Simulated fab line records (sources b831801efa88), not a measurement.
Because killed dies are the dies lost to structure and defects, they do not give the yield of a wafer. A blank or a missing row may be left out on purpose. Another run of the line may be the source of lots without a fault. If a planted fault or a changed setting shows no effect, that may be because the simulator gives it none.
fab line records	flow sky130
record lots=12	wafers=35	lastDay=50
route steps=708 shown METAL2@498 VIA2@508 METAL3@566 PAD_OPEN@708
lots that met no fault: taken from a fault-free run of the same line
startH: hours from the record's first day to the start of the lot's first wafer shown	waitH: hours elapsed since this lot's preceding step	" the same as in the row above	L1.1+2: one row covering several wafers at once	- no value present, or no start provided	* or withheld: withheld	< > ~ a bound
route shown NAME@n: a module of which the file shows steps, and the number in the route of the first	usual: mean/standard deviation taken from wafers without a fault	same: alike in all rows	chamber/n: place in a boat	sites: readings site by site	_std_site: standard deviation across them	_edge_site: outer sites' mean less inner sites'	radiusMm: how far each site lies from the wafer's centre	mask NAME#n: copy n	behind: the tool/chamber that last shaped the wafer	hold: the reason the lot was held/the length of the hold in hours/how it ended	device: whichever transistor did not switch (one of n, p or np)	end of line: tests run on the same wafers once the route is complete	a step with no rows: only its recipe	killed: the dies lost at the first sort to structure and to defects; this is not the yield of the wafer	map: dies across one wafer; x = killed, . = not, _ = none there
set.NAME: the setting as run; set.NAME@STEP: as run at that earlier step	model.NAME: the simulator's own value behind a step, which no gauge read
steps of the route over a sample of lots; a table a step, a row a wafer
services: a tool's chamber out of use, with start hour (startH, from the record's first day; less than 0 if before it), hours out, and reason
## steps
# step SKY_METAL2_CD_MEAS_15
# recipe targetCdNm=140
# usual cdNm=140.4/1.3
lot.wafer	tool	chamber	startH	waitH	cdNm
L706.3	cdSem-02	-	817.14	-	141.2
L706.5	"	-	"	"	141.5
L706.6	"	-	"	"	141.2
L708.2	cdSem-01	-	831.25	-	141.1
L708.3	"	-	"	"	141.9
L708.5	"	-	"	"	140.9
L709.1	cdSem-02	-	843.32	-	142.0
L709.4	"	-	"	"	141.0
L709.5	"	-	"	"	142.3
L710.1	cdSem-02	-	847.20	-	140.0
L710.2	"	-	"	"	138.9
L710.5	"	-	"	"	139.9
L713.1	cdSem-01	-	877.57	-	142.6
L713.4	"	-	"	"	140.5
L713.6	"	-	"	"	139.6
L714.3	cdSem-01	-	882.12	-	140.4
L714.5	"	-	"	"	140.8
L714.6	"	-	"	"	139.0
L715.1	cdSem-01	-	906.50	-	137.9
L715.2	"	-	"	"	137.6
L715.5	"	-	"	"	139.4
L716.2	cdSem-01	-	908.65	-	140.4
L716.4	"	-	"	"	139.5
L716.6	"	-	"	"	139.5
L719.1	cdSem-02	-	928.55	-	137.5
L719.4	"	-	"	"	138.7
L726.2	cdSem-02	-	981.75	-	142.4
L726.3	"	-	"	"	140.9
L726.4	"	-	"	"	143.0
L728.3	cdSem-02	-	984.96	-	139.0
L728.4	"	-	"	"	138.5
L728.5	"	-	"	"	139.6
L727.3	cdSem-02	-	985.66	-	139.9
L727.4	"	-	"	"	140.3
L727.5	"	-	"	"	138.7
# step SKY_VIA2_THK_MEAS_01
# recipe reads=SiO2_of_VIA2_HDPCVD_00
# usual VIA2_HDPCVD_THK=1205/13
lot.wafer	tool	chamber	startH	waitH	VIA2_HDPCVD_THK[nm]
L706.3	filmMetro-03	-	818.21	0.1	1186
L706.5	"	-	"	"	1204
L706.6	"	-	"	"	1206
L708.2	filmMetro-02	-	832.31	0.1	1213
L708.3	"	-	"	"	1195
L708.5	"	-	"	"	1204
L709.1	filmMetro-03	-	844.50	0.1	1205
L709.4	"	-	"	"	1213
L709.5	"	-	"	"	1189
L710.1	filmMetro-02	-	848.26	0.1	1195
L710.2	"	-	"	"	1206
L710.5	"	-	"	"	1196
L713.1	filmMetro-03	-	878.63	0.1	1194
L713.4	"	-	"	"	1206
L713.6	"	-	"	"	1213
L714.3	filmMetro-01	-	883.16	0.1	1183
L714.5	"	-	"	"	1213
L714.6	"	-	"	"	1198
L715.1	filmMetro-03	-	907.56	0.1	1199
L715.2	"	-	"	"	1181
L715.5	"	-	"	"	1182
L716.2	filmMetro-02	-	909.71	0.1	1191
L716.4	"	-	"	"	1185
L716.6	"	-	"	"	1213
L719.1	filmMetro-02	-	929.63	0.1	1198
L719.4	"	-	"	"	1188
L726.2	filmMetro-02	-	982.83	0.1	1211
L726.3	"	-	"	"	1201
L726.4	"	-	"	"	1222
L728.3	filmMetro-01	-	986.00	0.1	1235
L728.4	"	-	"	"	1231
L728.5	"	-	"	"	1219
L727.3	filmMetro-01	-	986.70	0.1	1210
L727.4	"	-	"	"	1209
L727.5	"	-	"	"	1202
# step SKY_VIA2_CMP_02
# recipe material=SiO2	downForcePsi=4	platenRpm=60	padVelocityMS=0.94248
# usual motorCurrentA=12.7/0.67	slurryFlowMlMin=150.0/0.47
lot.wafer	tool	chamber	startH	waitH	motorCurrentA	slurryFlowMlMin
L706.3	cmp-02	3	818.30	0.1	13.1	149.5
L706.6	"	2	"	"	12.4	150.5
L706.5	"	3	"	"	13.0	150.4
L708.3	cmp-02	0	832.41	0.1	11.9	150.1
L708.2	"	1	"	"	12.9	150.4
L708.5	"	0	"	"	12.0	149.5
L709.1	cmp-02	3	844.80	0.3	13.0	149.8
L709.4	"	0	"	"	11.2	150.5
L709.5	"	1	"	"	12.4	149.8
L710.1	cmp-02	0	848.32	0.1	11.4	150.1
L710.2	"	2	"	"	11.9	149.7
L710.5	"	0	"	"	11.3	149.8
L713.4	cmp-02	1	878.81	0.1	11.9	149.9
L713.1	"	2	"	"	12.2	150.3
L713.6	"	0	"	"	11.9	149.3
L714.3	cmp-01	1	883.30	0.1	12.6	149.9
L714.5	"	3	"	"	13.9	150.1
L714.6	"	0	"	"	12.6	150.8
L715.1	cmp-01	0	907.67	0.1	12.4	150.2
L715.2	"	2	"	"	13.1	150.5
L715.5	"	3	"	"	12.9	150.1
L716.4	cmp-01	1	909.76	0.0	12.5	150.0
L716.2	"	3	"	"	13.6	150.0
L716.6	"	2	"	"	12.7	150.1
L719.1	cmp-01	2	929.74	0.1	13.3	150.2
L719.4	"	0	"	"	12.5	149.7
L726.4	cmp-01	0	982.88	0.0	12.5	149.5
L726.2	"	1	"	"	12.9	149.9
L726.3	"	3	"	"	13.3	150.0
L728.3	cmp-01	3	986.04	0.0	13.4	149.9
L728.4	"	0	"	"	12.7	150.5
L728.5	"	0	"	"	12.2	150.9
L727.3	cmp-01	3	986.74	0.0	13.2	150.5
L727.4	"	1	"	"	13.1	150.3
L727.5	"	0	"	"	13.0	149.4
# step SKY_METAL3_ETCH_16
# recipe chemistry=N2/H2	target=BARC	ionEnergyEv=200	biasW=100	pressureMtorr=30	n2FlowSccm=100	h2FlowSccm=200	icpW=500	stopOn=SiO2	timeS=88.2	targetDepthA=600
# usual biasW=100.0/0.32	drypumpMotorCurrentA=6.1/0.42	oesProductAu=0.626/0.0045	throttleValvePct=13.204/0.0089
lot.wafer	tool	chamber	startH	waitH	biasW	drypumpMotorCurrentA	oesProductAu	rfHoursCounterH	throttleValvePct
L706.3	rieMetal-01	0	896.00	0.0	99.7	6.8	0.633	-	13.203
L706.5	"	1	"	"	99.7	5.3	0.630	-	13.200
L706.6	"	0	"	"	100.0	6.8	0.629	-	13.212
L708.2	rieMetal-01	1	912.20	0.0	99.8	5.3	0.625	4	13.210
L708.3	"	1	"	"	99.6	5.3	0.627	-	13.206
L708.5	"	1	"	"	99.4	5.3	0.633	-	13.208
L709.1	rieMetal-04	1	923.20	0.0	100.4	6.2	0.623	10	13.204
L709.4	"	0	"	"	99.7	6.1	0.631	-	13.202
L709.5	"	0	"	"	99.7	6.1	0.627	-	13.203
L710.1	rieMetal-04	1	925.85	0.0	100.0	6.3	0.622	10	13.208
L710.2	"	0	"	"	99.4	6.1	0.625	3	13.214
L710.5	"	1	"	"	100.5	6.3	0.620	-	13.204
L713.1	rieMetal-04	0	958.19	0.0	99.9	6.1	0.635	4	13.211
L713.4	"	1	"	"	100.1	6.3	0.627	-	13.191
L713.6	"	1	"	"	99.9	6.2	0.625	-	13.201
L714.3	rieMetal-01	1	961.32	0.0	99.3	5.3	0.624	-	13.202
L714.5	"	0	"	"	99.9	6.8	0.628	-	13.196
L714.6	"	1	"	"	99.9	5.3	0.623	-	13.208
L715.1	rieMetal-04	0	984.60	0.0	92.7	6.1	0.630	5	13.210
L715.2	"	1	"	"	99.4	6.3	0.621	13	13.214
L715.5	"	1	"	"	99.7	6.3	0.639	-	13.211
L716.2	rieMetal-04	0	986.46	0.0	92.8	6.1	0.628	6	13.213
L716.4	"	1	"	"	100.5	6.3	0.623	-	13.209
L716.6	"	0	"	"	92.7	6.1	0.621	-	13.196
L719.1	rieMetal-01	0	1004.97	0.0	99.8	6.8	0.623	12	13.212
L719.4	"	0	"	"	100.2	6.8	0.623	-	13.205
L726.2	rieMetal-03	1	1055.62	0.0	100.5	6.1	0.627	15	13.207
L726.3	"	1	"	"	99.7	6.1	0.630	-	13.209
L726.4	"	0	"	"	100.2	6.2	0.627	-	13.222
L728.3	rieMetal-01	1	1059.05	0.0	99.8	5.3	0.618	-	13.198
L728.4	"	0	"	"	100.0	6.8	0.626	-	13.204
L728.5	"	0	"	"	100.3	6.8	0.625	-	13.205
L727.3	rieMetal-03	0	1059.40	0.0	99.9	6.2	0.631	-	13.198
L727.4	"	1	"	"	100.3	6.1	0.632	-	13.212
L727.5	"	1	"	"	100.1	6.1	0.631	-	13.200
# step SKY_PAD_OPEN_PROBE_99
# usual defectLimitedYield=82.4/2	killed_at_M0_to_M3=43/7	killed_at_M4_up=3.3/1.8	killedAtContacts=24/6.2	killedAtFrontEnd=16/4.7	killedAtOther=0.4/0.58	killedDies=87/10	killedOpen=47/6.4	killedShort=39/7	sort_bin_3_pad_short=0.9/0.35	sort_bin_5_function=10.3/1.5	sort_bin_6_memory=6.4/1.2	sortNPass=406/9.9	sortYieldPct=82.5/2
# same grossDies=492	killedAtBackSide=0	sort_bin_4_leakage[%]=0	sort_bin_8_speed[%]=0
lot.wafer	tool	chamber	startH	waitH	defectLimitedYield[%]	killed_at_M0_to_M3	killed_at_M4_up	killedAtContacts	killedAtFrontEnd	killedAtOther	killedDies	killedOpen	killedShort	sort_bin_3_pad_short[%]	sort_bin_5_function[%]	sort_bin_6_memory[%]	sortNPass	sortYieldPct[%]
L708.2	prober-01	-	1085.48	0.1	83.3	43	2	22	14	1	82	46	35	0.8	10.2	5.7	410	83.3
L708.3	prober-01	-	1085.53	0.2	82.5	41	3	17	24	1	86	50	35	1.0	9.8	6.7	406	82.5
L708.5	prober-01	-	1085.63	0.2	81.3	36	7	29	19	1	92	51	40	1.2	10.8	6.7	400	81.3
# killed by level:class
L708.2 VIA1:geometricParticle:open=12 CONTACT:geometricParticle:open=9 VIA2:geometricParticle:open=7 VIA3:geometricParticle:open=6 FIELD_ISO:geometricParticle:short=5 VIA1:geometricParticle:short=5 CONTACT:geometricParticle:short=4 METAL1:geometricParticle:short=4
L708.3 VIA2:geometricParticle:open=10 LI_CONTACT:geometricParticle:open=9 VIA1:geometricParticle:open=9 POLY_GATE:geometricParticle:short=6 POLY_GATE:geometricParticle:open=5 METAL2:geometricParticle:short=5 FIELD_ISO:geometricParticle:short=4 VIA3:geometricParticle:open=4
L708.5 CONTACT:geometricParticle:open=11 VIA1:geometricParticle:open=11 FIELD_ISO:geometricParticle:open=6 METAL2:geometricParticle:short=6 CONTACT:geometricParticle:short=6 LI_CONTACT:geometricParticle:open=5 METAL4:geometricParticle:short=5 FIELD_ISO:geometricParticle:short=4
## services
tool	chamber	startH	hours	kind
rieMetal-04	0	834.89	-	clean
rieMetal-04	0	834.89	21.4	scheduledDown
rieMetal-04	0	834.89	21.4	ventCycle
cmp-01	-	854.48	3.1	repair
cmp-01	-	858.35	5.7	pm
cmp-02	-	889.81	1.9	repair
cmp-01	-	912.29	4.0	pm
cmp-02	-	913.94	2.0	repair
cmp-01	-	916.29	-	consumableReplace:conditioner
cmp-01	-	916.29	-	consumableReplace:pad
cmp-02	-	930.03	0.5	repair
cmp-01	-	943.91	1.9	repair
cmp-01	-	951.30	1.7	repair
rieMetal-03	0	964.31	4.1	repair
rieMetal-04	1	988.97	15.5	repair
cmp-01	-	1013.57	16.1	pm
cmp-02	-	1034.47	4.9	pm
cmp-01	-	1037.30	0.8	repair
rieMetal-04	-	1048.09	2.8	pm
cmp-01	-	1059.41	2.3	repair
## key
firstSign step=SKY_METAL3_ETCH_16	reading=biasW	direction=down	sigmas=23	usual=100.0	struck=92.7
effect none on later readings
metAt SKY_METAL3_ETCH_16
struckLots L715,L716
struckWafers L715.1,L716.2,L716.6
notActingAt SKY_METAL2_CD_MEAS_15,SKY_VIA2_THK_MEAS_01,SKY_VIA2_CMP_02
onsetBetween 958.19 984.60
fault kind=processParameterDrift	tool=rieMetal-04	chamber=0	onsetH=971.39	steps=SKY_METAL3_ETCH_16	channel=biasW	offset=-7.3657	shape=step	endH=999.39	actsIn=theseRecipesOnly	stated=100
